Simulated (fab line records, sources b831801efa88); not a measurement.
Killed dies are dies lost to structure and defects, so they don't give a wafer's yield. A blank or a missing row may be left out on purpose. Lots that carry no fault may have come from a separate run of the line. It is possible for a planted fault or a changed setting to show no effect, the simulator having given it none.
fab line records ; flow sfq-line
record lots=5; wafers=15; last-day=94
route steps=325 shown I7@299 M8@311
lots that met no fault: taken from a fault-free run of the same line
start-h: the number of hours between the record's first day and the start of the first shown wafer of the lot ; wait-h: hours since the lot's step before ; " as in the row above ; L1.1+2: several wafers, shown together as one row ; - value missing, or start not given ; * or withheld: withheld ; < > ~ a bound
route shown NAME@n: names a module that has steps shown in the file, with the first one's number in the route ; usual: the fault-free wafers' mean and standard deviation ; same: alike in all rows ; chamber/n: place in a boat ; sites: the reading at each site ; _std_site: standard deviation of those values ; _edge_site: the outer-site mean with the inner-site mean subtracted ; radius-mm: how far each site lies from the wafer's centre ; mask NAME#n: copy n ; behind: the tool/chamber that last shaped the wafer ; hold: reason for holding the lot/hours on hold/outcome of the hold ; device: which transistor (n, p or np) failed to switch ; end of line: tests of these same wafers at the route's end ; step lacking rows: just its recipe ; killed: not the wafer's yield, but the dies lost to structure and defects at the first sort ; map: per-die view of a wafer (x killed, . not killed, _ where there is no die)
set.NAME: setting as actually run; set.NAME@STEP: the setting as run at that earlier step ; model.NAME: the simulator's own value behind a step, which no gauge read
lots at selected steps of the route; one table per step, one row per wafer
services: when a tool's chamber went out of use (start-h, in hours from the record's first day, below 0 if earlier), for how many hours, and the reason
## steps
# step SFQ_TRILAYER_I7_METRO_MEASURE_185
# usual thk-nm=200.4/1.2
lot.wafer;tool;chamber;start-h;wait-h;thk-nm
L083.3;film-metro-03;-;1892.57;0.5;202.7
L083.5;film-metro-03;-;1892.57;0.5;200.2
L083.6;film-metro-03;-;1892.57;0.5;200.4
L085.1;film-metro-03;-;1926.96;0.1;199.7
L085.2;film-metro-03;-;1926.96;0.1;201.6
L085.3;film-metro-03;-;1926.96;0.1;200.0
L088.1;film-metro-03;-;2039.35;0.1;199.1
L088.5;film-metro-03;-;2039.35;0.1;200.9
L088.6;film-metro-03;-;2039.35;0.1;198.5
L092.3;film-metro-03;-;2050.37;0.5;199.7
L092.4;film-metro-03;-;2050.37;0.5;202.0
L092.5;film-metro-03;-;2050.37;0.5;201.4
L097.2;film-metro-03;-;2088.49;0.3;202.0
L097.3;film-metro-03;-;2088.49;0.3;200.3
L097.6;film-metro-03;-;2088.49;0.3;200.2
# step SFQ_TRILAYER_I7_VIA_LITHO_COAT_192
# recipe resist=BARC; spin-rpm=3000; resist-thk-nm=62
lot.wafer;tool;chamber;start-h;wait-h
L083.3+5+6;litho-track-01;0;1893.47;0.7
L085.1+2+3;litho-track-02;0;1928.16;1.0
L088.1+5+6;litho-track-03;0;2040.55;1.0
L092.3+4+5;litho-track-01;0;2051.27;0.7
L097.2+3+6;litho-track-03;0;2089.54;0.8
# step SFQ_TRILAYER_I7_VIA_LITHO_COAT_187
# recipe resist=KrF; spin-rpm=3000; resist-thk-nm=650
lot.wafer;tool;chamber;start-h;wait-h
L083.3+5+6;litho-track-01;0;1893.77;0.2
L085.1+2+3;litho-track-02;0;1928.46;0.2
L088.1+5+6;litho-track-03;0;2040.85;0.2
L092.3+4+5;litho-track-01;0;2051.57;0.2
L097.2+3+6;litho-track-03;0;2089.84;0.2
# step SFQ_TRILAYER_I7_VIA_LITHO_SOFTBAKE_191
# recipe temp-c=withheld; time-s=withheld; resist=KrF
lot.wafer;tool;chamber;start-h;wait-h
L083.3+5+6;litho-track-01;0;1894.02;0.2
L085.1+2+3;litho-track-02;0;1928.76;0.2
L088.1+5+6;litho-track-03;0;2041.15;0.2
L092.3+4+5;litho-track-01;0;2051.82;0.2
L097.2+3+6;litho-track-03;0;2090.11;0.2
# step SFQ_TRILAYER_I7_VIA_LITHO_EXPOSE_188
# recipe mask-id=I7; na=0.6; source-shape=conventional; sigma-outer=0.65; target-cd-nm=1000; dose-mj=21.3
# usual exposure-dose-mJ-cm2=21.303/0.021
lot.wafer;tool;chamber;start-h;wait-h;mask;exposure-dose-mJ-cm2
L083.3;krf-scanner-02;0;2004.14;-;I7#0;21.283
L083.5;krf-scanner-02;0;2004.14;-;I7#0;21.309
L083.6;krf-scanner-02;0;2004.14;-;I7#0;21.330
L085.1;krf-scanner-02;0;2028.94;-;I7#0;21.323
L085.2;krf-scanner-02;0;2028.94;-;I7#0;21.358
L085.3;krf-scanner-02;0;2028.94;-;I7#0;21.325
L088.1;krf-scanner-01;0;2131.64;-;I7#0;21.303
L088.5;krf-scanner-01;0;2131.64;-;I7#0;21.333
L088.6;krf-scanner-01;0;2131.64;-;I7#0;21.293
L092.3;krf-scanner-01;0;2141.64;-;I7#0;21.288
L092.4;krf-scanner-01;0;2141.64;-;I7#0;21.287
L092.5;krf-scanner-01;0;2141.64;-;I7#0;21.321
L097.2;krf-scanner-01;0;2172.64;-;I7#0;21.320
L097.3;krf-scanner-01;0;2172.64;-;I7#0;21.315
L097.6;krf-scanner-01;0;2172.64;-;I7#0;21.311
# step SFQ_TRILAYER_I7_VIA_LITHO_PEB_190
# recipe peb-temp-c=115; peb-time-s=60; resist=KrF
# usual plate-temp-C=114.98/0.16
lot.wafer;tool;chamber;start-h;wait-h;plate-temp-C
L083.3;litho-track-02;0;2004.99;0.7;115.06
L083.5;litho-track-02;0;2004.99;0.7;114.82
L083.6;litho-track-02;0;2004.99;0.7;115.15
L085.1;litho-track-03;0;2030.14;1.0;114.91
L085.2;litho-track-03;0;2030.14;1.0;115.00
L085.3;litho-track-03;0;2030.14;1.0;114.93
L088.1;litho-track-02;0;2132.84;1.0;115.07
L088.5;litho-track-02;0;2132.84;1.0;114.98
L088.6;litho-track-02;0;2132.84;1.0;115.10
L092.3;litho-track-02;0;2142.49;0.7;115.10
L092.4;litho-track-02;0;2142.49;0.7;114.75
L092.5;litho-track-02;0;2142.49;0.7;114.81
L097.2;litho-track-02;0;2173.67;0.8;115.06
L097.3;litho-track-02;0;2173.67;0.8;115.04
L097.6;litho-track-02;0;2173.67;0.8;114.98
# step SFQ_TRILAYER_I7_VIA_LITHO_DEVELOP_189
# recipe time-s=60; resist=KrF
# same time-s=60
lot.wafer;tool;chamber;start-h;wait-h
L083.3+5+6;litho-track-02;0;2005.14;0.1
L085.1+2+3;litho-track-03;0;2030.29;0.1
L088.1+5+6;litho-track-02;0;2132.99;0.1
L092.3+4+5;litho-track-02;0;2142.64;0.1
L097.2+3+6;litho-track-02;0;2173.82;0.1
# step SFQ_I7_OVL_MEAS_947
# usual I7_OVL=0/5.2
lot.wafer;tool;chamber;start-h;wait-h;I7_OVL[nm]
L083.3;overlay-01;-;2005.26;0.1;-7
L083.5;overlay-01;-;2005.26;0.1;-4
L083.6;overlay-01;-;2005.26;0.1;-5
L085.1;overlay-01;-;2030.44;0.1;7
L085.2;overlay-01;-;2030.44;0.1;-6
L085.3;overlay-01;-;2030.44;0.1;3
L088.1;overlay-01;-;2133.14;0.1;3
L088.5;overlay-01;-;2133.14;0.1;5
L088.6;overlay-01;-;2133.14;0.1;3
L092.3;overlay-02;-;2142.76;0.1;0
L092.4;overlay-02;-;2142.76;0.1;4
L092.5;overlay-02;-;2142.76;0.1;6
L097.2;overlay-02;-;2173.95;0.1;-7
L097.3;overlay-02;-;2173.95;0.1;-2
L097.6;overlay-02;-;2173.95;0.1;-2
# step SFQ_TRILAYER_I7_VIA_BARC_OPEN_VIA_ETCH_260
# recipe mask-material=PR; chemistry=O2; target-depth-nm=125; target=BARC; source-w=500; bias-w=80; pressure-mtorr=30; time-s=41.7
# usual chamber-pressure-mTorr=30.002/0.025; drypump-motor-current-A=5.7/0.34; oes-product-au=0.685/0.0045
# same time-s=41.7
lot.wafer;tool;chamber;start-h;wait-h;chamber-pressure-mTorr;drypump-motor-current-A;oes-product-au;rf-hours-counter-h
L083.3;rie-diel-03;0;2005.28;0.0;29.989;5.9;0.689;12
L083.5;rie-diel-03;2;2005.28;0.0;30.014;5.7;0.682;-
L083.6;rie-diel-03;1;2005.28;0.0;30.020;5.8;0.676;-
L085.1;rie-diel-03;3;2030.48;0.0;30.002;5.1;0.690;3
L085.2;rie-diel-03;1;2030.48;0.0;30.027;5.8;0.683;1
L085.3;rie-diel-03;0;2030.48;0.0;30.002;5.9;0.677;12
L088.1;rie-diel-02;0;2133.18;0.0;30.005;5.6;0.680;13
L088.5;rie-diel-02;2;2133.18;0.0;29.997;6.3;0.685;-
L088.6;rie-diel-02;3;2133.18;0.0;30.023;5.2;0.684;-
L092.3;rie-diel-01;2;2142.78;0.0;29.952;5.6;0.686;4
L092.4;rie-diel-01;2;2142.78;0.0;29.991;5.6;0.682;-
L092.5;rie-diel-01;0;2142.78;0.0;30.042;5.2;0.682;-
L097.2;rie-diel-02;2;2173.98;0.0;30.030;6.3;0.685;1
L097.3;rie-diel-02;1;2173.98;0.0;30.025;5.5;0.689;3
L097.6;rie-diel-02;1;2173.98;0.0;30.037;5.5;0.680;-
# step SFQ_TRILAYER_I7_VIA_ETCH_VIA_ETCH_190
# recipe target=SiO2; stop-on=Nb; mask-material=PR; taper-deg=20; chemistry=CHF3; target-depth-nm=260; source-w=500; bias-w=80; pressure-mtorr=30; time-s=withheld
# usual chamber-pressure-mTorr=30.000/0.028; drypump-motor-current-A=5.7/0.34; oes-product-au=0.856/0.0046
lot.wafer;tool;chamber;start-h;wait-h;chamber-pressure-mTorr;drypump-motor-current-A;oes-product-au
L083.3;rie-diel-03;0;2005.32;0.0;29.984;5.9;0.857
L083.5;rie-diel-03;2;2005.32;0.0;30.010;5.7;0.852
L083.6;rie-diel-03;1;2005.32;0.0;30.003;5.8;0.857
L085.1;rie-diel-03;3;2030.52;0.0;29.959;5.1;0.851
L085.2;rie-diel-03;1;2030.52;0.0;30.040;5.8;0.857
L085.3;rie-diel-03;0;2030.52;0.0;30.025;5.9;0.860
L088.1;rie-diel-02;0;2133.22;0.0;30.022;5.6;0.848
L088.5;rie-diel-02;2;2133.22;0.0;29.977;6.3;0.852
L088.6;rie-diel-02;3;2133.22;0.0;30.008;5.2;0.858
L092.3;rie-diel-01;2;2142.82;0.0;29.976;5.6;0.857
L092.4;rie-diel-01;2;2142.82;0.0;29.977;5.6;0.853
L092.5;rie-diel-01;0;2142.82;0.0;29.993;5.2;0.855
L097.2;rie-diel-02;2;2174.02;0.0;29.969;6.3;0.860
L097.3;rie-diel-02;1;2174.02;0.0;29.988;5.5;0.852
L097.6;rie-diel-02;1;2174.02;0.0;30.012;5.5;0.853
# step SFQ_TRILAYER_I7_VIA_STRIP_STRIP_191
# recipe gas=O2; power-w=200; platen-temp-c=40; overash-fraction=0.65; chemistry=O2; pressure-mtorr=50
# usual chamber-pressure-mTorr=50.00/0.051; drypump-motor-current-A=5.7/0.74; oes-product-au=1.000/0.012
lot.wafer;tool;chamber;start-h;wait-h;chamber-pressure-mTorr;drypump-motor-current-A;oes-product-au;rf-hours-counter-h
L083.3;rie-metal-02;1;2005.63;-;49.98;5.3;0.991;-
L083.5;rie-metal-02;1;2005.63;-;50.10;5.2;0.981;-
L083.6;rie-metal-02;0;2005.63;-;49.94;4.6;1.020;-
L085.1;rie-metal-02;0;2030.63;-;49.98;4.6;1.001;38
L085.2;rie-metal-02;1;2030.63;-;49.94;5.2;1.001;19
L085.3;rie-metal-02;1;2030.63;-;50.05;5.3;0.987;-
L088.1;rie-metal-04;1;2133.33;-;49.89;6.6;0.995;91
L088.5;rie-metal-04;1;2133.33;-;50.04;6.6;0.983;-
L088.6;rie-metal-04;0;2133.33;-;50.07;5.6;1.010;-
L092.3;rie-metal-04;1;2143.13;-;50.01;6.6;0.993;-
L092.4;rie-metal-04;0;2143.13;-;50.02;5.6;1.014;-
L092.5;rie-metal-04;0;2143.13;-;49.97;5.6;1.017;-
L097.2;rie-metal-04;1;2174.33;-;49.99;6.6;0.996;-
L097.3;rie-metal-04;1;2174.33;-;49.97;6.6;1.006;-
L097.6;rie-metal-04;1;2174.33;-;50.04;6.6;1.005;-
# step SFQ_TRILAYER_I7_VIA_STRIP_SOLV_CLEAN_192
# recipe chemistry=NMP; temp-c=70; time-s=600
# usual temp-c=70.00/0.12
# same time-s=600
lot.wafer;tool;chamber;start-h;wait-h;temp-c
L083.3;wet-bench-01;5;2006.03;0.2;70.06
L083.5;wet-bench-01;2;2006.03;0.2;70.17
L083.6;wet-bench-01;7;2006.03;0.2;69.93
L085.1;wet-bench-01;6;2031.23;0.4;69.96
L085.2;wet-bench-01;3;2031.23;0.4;70.21
L085.3;wet-bench-01;7;2031.23;0.4;70.18
L088.1;wet-bench-03;0;2133.93;0.4;70.11
L088.5;wet-bench-03;4;2133.93;0.4;69.72
L088.6;wet-bench-03;2;2133.93;0.4;70.12
L092.3;wet-bench-02;1;2143.53;0.2;69.99
L092.4;wet-bench-02;7;2143.53;0.2;70.12
L092.5;wet-bench-02;6;2143.53;0.2;69.95
L097.2;wet-bench-02;2;2175.33;0.8;69.74
L097.3;wet-bench-02;4;2175.33;0.8;69.77
L097.6;wet-bench-02;5;2175.33;0.8;69.97
# step SFQ_TRILAYER_M8_LITHO_LOR_COAT_197
# recipe resist=lift-off; spin-rpm=3000
lot.wafer;tool;chamber;start-h;wait-h
L083.3+5+6;litho-track-01;0;2006.32;0.1
L085.1+2+3;litho-track-01;0;2031.41;0.0
L088.1+5+6;litho-track-01;0;2134.11;0.0
L092.3+4+5;litho-track-01;0;2143.81;0.1
L097.2+3+6;litho-track-03;0;2175.57;0.1
# step SFQ_TRILAYER_M8_LITHO_LOR_BAKE_198
# recipe resist=lift-off; temp-c=withheld; time-s=withheld
lot.wafer;tool;chamber;start-h;wait-h
L083.3+5+6;litho-track-01;0;2006.71;0.3
L085.1+2+3;litho-track-01;0;2031.71;0.2
L088.1+5+6;litho-track-01;0;2134.41;0.2
L092.3+4+5;litho-track-01;0;2144.19;0.3
L097.2+3+6;litho-track-03;0;2175.91;0.3
# step SFQ_TRILAYER_M8_LITHO_COAT_193
# recipe resist=KrF; spin-rpm=3000; resist-thk-nm=600
lot.wafer;tool;chamber;start-h;wait-h
L083.3+5+6;litho-track-01;0;-;-
L085.1+2+3;litho-track-01;0;-;-
L088.1+5+6;litho-track-01;0;-;-
L092.3+4+5;litho-track-01;0;-;-
L097.2+3+6;litho-track-03;0;-;-
# step SFQ_TRILAYER_M8_LITHO_SOFTBAKE_199
# recipe temp-c=withheld; time-s=withheld; resist=KrF
lot.wafer;tool;chamber;start-h;wait-h
L083.3+5+6;litho-track-01;0;-;-
L085.1+2+3;litho-track-01;0;-;-
L088.1+5+6;litho-track-01;0;-;-
L092.3+4+5;litho-track-01;0;-;-
L097.2+3+6;litho-track-03;0;-;-
# step SFQ_TRILAYER_M8_LITHO_EXPOSE_194
# recipe mask-id=M8; na=0.6; source-shape=conventional; sigma-outer=0.65; target-cd-nm=2000; dose-mj=14.4
# usual exposure-dose-mJ-cm2=14.398/0.012
lot.wafer;tool;chamber;start-h;wait-h;mask;exposure-dose-mJ-cm2
L083.3;krf-scanner-01;0;2096.04;-;M8#0;14.402
L083.5;krf-scanner-01;0;2096.04;-;M8#0;14.399
L083.6;krf-scanner-01;0;2096.04;-;M8#0;14.401
L085.1;krf-scanner-01;0;2123.24;-;M8#0;14.414
L085.2;krf-scanner-01;0;2123.24;-;M8#0;14.406
L085.3;krf-scanner-01;0;2123.24;-;M8#0;14.391
L088.1;krf-scanner-01;0;2212.04;-;M8#0;14.405
L088.5;krf-scanner-01;0;2212.04;-;M8#0;14.401
L088.6;krf-scanner-01;0;2212.04;-;M8#0;14.383
L092.3;krf-scanner-01;0;2224.44;-;M8#0;14.374
L092.4;krf-scanner-01;0;2224.44;-;M8#0;14.399
L092.5;krf-scanner-01;0;2224.44;-;M8#0;14.392
L097.2;krf-scanner-02;0;2255.96;-;M8#0;14.400
L097.3;krf-scanner-02;0;2255.96;-;M8#0;14.396
L097.6;krf-scanner-02;0;2255.96;-;M8#0;14.408
# step SFQ_TRILAYER_M8_LITHO_PEB_196
# recipe peb-temp-c=115; peb-time-s=60; resist=KrF
# usual plate-temp-C=115.01/0.13
lot.wafer;tool;chamber;start-h;wait-h;plate-temp-C
L083.3;litho-track-03;0;2096.89;0.7;114.92
L083.5;litho-track-03;0;2096.89;0.7;114.88
L083.6;litho-track-03;0;2096.89;0.7;114.93
L085.1;litho-track-04;0;2124.44;1.0;114.84
L085.2;litho-track-04;0;2124.44;1.0;115.00
L085.3;litho-track-04;0;2124.44;1.0;114.81
L088.1;litho-track-04;0;2213.24;1.0;115.18
L088.5;litho-track-04;0;2213.24;1.0;115.09
L088.6;litho-track-04;0;2213.24;1.0;115.16
L092.3;litho-track-04;0;2225.29;0.7;114.70
L092.4;litho-track-04;0;2225.29;0.7;114.97
L092.5;litho-track-04;0;2225.29;0.7;114.97
L097.2;litho-track-03;0;2256.98;0.8;115.03
L097.3;litho-track-03;0;2256.98;0.8;115.10
L097.6;litho-track-03;0;2256.98;0.8;115.10
# step SFQ_TRILAYER_M8_LITHO_DEVELOP_195
# recipe img-clear-s=15; time-s=55; resist=KrF
# same time-s=55
lot.wafer;tool;chamber;start-h;wait-h
L083.3+5+6;litho-track-03;0;2097.04;0.1
L085.1+2+3;litho-track-04;0;2124.59;0.1
L088.1+5+6;litho-track-04;0;2213.39;0.1
L092.3+4+5;litho-track-04;0;2225.44;0.1
L097.2+3+6;litho-track-03;0;2257.13;0.1
# step SFQ_M8_OVL_MEAS_948
# usual M8_OVL=-2/5.4
lot.wafer;tool;chamber;start-h;wait-h;M8_OVL[nm]
L083.3;overlay-01;-;2097.15;0.1;-5
L083.5;overlay-01;-;2097.15;0.1;2
L083.6;overlay-01;-;2097.15;0.1;-6
L085.1;overlay-01;-;2124.73;0.1;3
L085.2;overlay-01;-;2124.73;0.1;2
L085.3;overlay-01;-;2124.73;0.1;1
L088.1;overlay-01;-;2213.53;0.1;-12
L088.5;overlay-01;-;2213.53;0.1;-10
L088.6;overlay-01;-;2213.53;0.1;0
L092.3;overlay-02;-;2225.55;0.1;-1
L092.4;overlay-02;-;2225.55;0.1;-7
L092.5;overlay-02;-;2225.55;0.1;-1
L097.2;overlay-02;-;2257.25;0.1;0
L097.3;overlay-02;-;2257.25;0.1;3
L097.6;overlay-02;-;2257.25;0.1;5
# step SFQ_TRILAYER_M8_DEP_EVAP_197
# recipe material=Ti; angular-spread-deg=1; target-thk-nm=20; time-s=100; power-w=2000
# same time-s=100
lot.wafer;tool;chamber;start-h;wait-h
L083.3+5+6;pvd-sputter-02;-;2097.17;0.0
L085.1+2+3;pvd-sputter-02;-;2124.77;0.0
L088.1+5+6;pvd-sputter-01;-;2213.57;0.0
L092.3+4+5;pvd-sputter-01;-;2225.57;0.0
L097.2+3+6;pvd-sputter-02;-;2257.28;0.0
# step SFQ_TRILAYER_M8_DEP_EVAP_198
# recipe material=Pt; angular-spread-deg=1; target-thk-nm=50; time-s=250; power-w=2000
# same time-s=250
lot.wafer;tool;chamber;start-h;wait-h
L083.3+5+6;pvd-sputter-02;-;2097.24;0.0
L085.1+2+3;pvd-sputter-02;-;2124.84;0.0
L088.1+5+6;pvd-sputter-01;-;2213.64;0.0
L092.3+4+5;pvd-sputter-01;-;2225.64;0.0
L097.2+3+6;pvd-sputter-02;-;2257.35;0.0
# step SFQ_TRILAYER_M8_DEP_EVAP_196
# recipe material=Au; angular-spread-deg=1; target-thk-nm=180; time-s=900; power-w=2000
# same time-s=900
lot.wafer;tool;chamber;start-h;wait-h
L083.3+5+6;pvd-sputter-02;-;2097.40;0.1
L085.1+2+3;pvd-sputter-02;-;2125.00;0.1
L088.1+5+6;pvd-sputter-01;-;2213.80;0.1
L092.3+4+5;pvd-sputter-01;-;2225.80;0.1
L097.2+3+6;pvd-sputter-02;-;2257.51;0.1
# step SFQ_M8_RS_MEAS_949
# recipe thk-meas-gauge=four-point-probe; reads=Au_of_TRILAYER_M8_DEP_EVAP_196+Pt_of_TRILAYER_M8_DEP_EVAP_198+Ti_of_TRILAYER_M8_DEP_EVAP_197
# usual M8_AU_RS=0.1533/0.0014
lot.wafer;tool;chamber;start-h;wait-h;M8_AU_RS[ohm/sq]
L083.3;film-metro-01;-;2097.96;0.3;0.1539
L083.5;film-metro-01;-;2097.96;0.3;0.1536
L083.6;film-metro-01;-;2097.96;0.3;0.1544
L085.1;film-metro-02;-;2125.52;0.3;0.1514
L085.2;film-metro-02;-;2125.52;0.3;0.1518
L085.3;film-metro-02;-;2125.52;0.3;0.1516
L088.1;film-metro-01;-;2214.32;0.3;0.1539
L088.5;film-metro-01;-;2214.32;0.3;0.1530
L088.6;film-metro-01;-;2214.32;0.3;0.1543
L092.3;film-metro-04;-;2226.36;0.3;0.1544
L092.4;film-metro-04;-;2226.36;0.3;0.1530
L092.5;film-metro-04;-;2226.36;0.3;0.1530
L097.2;film-metro-01;-;2258.05;0.3;0.1539
L097.3;film-metro-01;-;2258.05;0.3;0.1522
L097.6;film-metro-01;-;2258.05;0.3;0.1535
# step SFQ_M8_THK_MEAS_950
# recipe thk-meas-gauge=xrf; reads=Au_of_TRILAYER_M8_DEP_EVAP_196
# usual M8_AU_THK=180.8/1.8
lot.wafer;tool;chamber;start-h;wait-h;M8_AU_THK[nm]
L083.3;film-metro-01;-;2098.06;0.1;179.9
L083.5;film-metro-01;-;2098.06;0.1;179.6
L083.6;film-metro-01;-;2098.06;0.1;179.4
L085.1;film-metro-02;-;2125.64;0.1;181.3
L085.2;film-metro-02;-;2125.64;0.1;181.4
L085.3;film-metro-02;-;2125.64;0.1;181.2
L088.1;film-metro-01;-;2214.44;0.1;180.2
L088.5;film-metro-01;-;2214.44;0.1;182.1
L088.6;film-metro-01;-;2214.44;0.1;179.6
L092.3;film-metro-04;-;2226.46;0.1;179.8
L092.4;film-metro-04;-;2226.46;0.1;180.6
L092.5;film-metro-04;-;2226.46;0.1;181.3
L097.2;film-metro-01;-;2258.16;0.1;180.5
L097.3;film-metro-01;-;2258.16;0.1;183.3
L097.6;film-metro-01;-;2258.16;0.1;181.6
# step SFQ_TRILAYER_M8_LIFTOFF_LIFTOFF_197
# recipe temp-c=80; time-s=600; chemistry=NMP
# usual temp-c=79.98/0.12
# same time-s=600
lot.wafer;tool;chamber;start-h;wait-h;temp-c
L083.3;wet-bench-02;0;2098.10;0.0;80.04
L083.5;wet-bench-02;1;2098.10;0.0;80.01
L083.6;wet-bench-02;3;2098.10;0.0;79.83
L085.1;wet-bench-02;7;2125.70;0.1;79.77
L085.2;wet-bench-02;5;2125.70;0.1;80.14
L085.3;wet-bench-02;4;2125.70;0.1;79.82
L088.1;wet-bench-03;4;2214.50;0.1;80.10
L088.5;wet-bench-03;5;2214.50;0.1;79.92
L088.6;wet-bench-03;7;2214.50;0.1;80.16
L092.3;wet-bench-02;7;2226.50;0.0;80.13
L092.4;wet-bench-02;1;2226.50;0.0;79.94
L092.5;wet-bench-02;0;2226.50;0.0;79.93
L097.2;wet-bench-03;0;2258.21;0.0;80.07
L097.3;wet-bench-03;7;2258.21;0.0;80.06
L097.6;wet-bench-03;1;2258.21;0.0;80.15
# step SFQ_M8_BOW_MEAS_951
# recipe mode=bow
# usual M8_BOW=6/12
lot.wafer;tool;chamber;start-h;wait-h;M8_BOW[um]
L083.3;film-metro-04;-;2098.33;0.0;6
L083.5;film-metro-04;-;2098.33;0.0;3
L083.6;film-metro-04;-;2098.33;0.0;3
L085.1;film-metro-01;-;2126.05;0.0;-8
L085.2;film-metro-01;-;2126.05;0.0;-18
L085.3;film-metro-01;-;2126.05;0.0;-6
L088.1;film-metro-02;-;2214.67;0.0;10
L088.5;film-metro-02;-;2214.67;0.0;15
L088.6;film-metro-02;-;2214.67;0.0;18
L092.3;film-metro-01;-;2226.71;0.0;2
L092.4;film-metro-01;-;2226.71;0.0;11
L092.5;film-metro-01;-;2226.71;0.0;7
L097.2;film-metro-02;-;2258.40;0.0;38
L097.3;film-metro-02;-;2258.40;0.0;30
L097.6;film-metro-02;-;2258.40;0.0;18
## services
tool;chamber;start-h;hours;kind
film-metro-03;-;1870.10;0.6;pm
wet-bench-02;-;1879.48;1.8;repair
krf-scanner-01;-;1881.66;1.3;pm
krf-scanner-01;-;1889.90;1.0;pm
pvd-sputter-01;-;1923.67;3.3;repair
pvd-sputter-01;-;1968.20;4.0;repair
pvd-sputter-02;-;1997.64;2.3;repair
krf-scanner-01;-;2034.86;4.0;pm
krf-scanner-01;-;2049.07;0.7;repair
krf-scanner-01;-;2057.34;1.3;pm
krf-scanner-01;-;2058.90;1.0;pm
pvd-sputter-02;-;2064.04;2.5;repair
pvd-sputter-02;-;2067.74;7.8;repair
krf-scanner-01;-;2070.93;0.2;repair
krf-scanner-01;-;2082.12;0.8;pm
krf-scanner-01;-;2085.27;4.4;pm
pvd-sputter-01;-;2113.70;2.5;repair
pvd-sputter-02;-;2164.29;2.3;repair
pvd-sputter-02;-;2169.07;0.5;repair
krf-scanner-01;-;2191.00;0.5;repair
krf-scanner-01;-;2234.84;1.0;pm
krf-scanner-01;-;2235.84;1.3;pm
krf-scanner-01;-;2241.94;0.5;repair
krf-scanner-01;-;2250.07;0.8;pm
## key
fault none
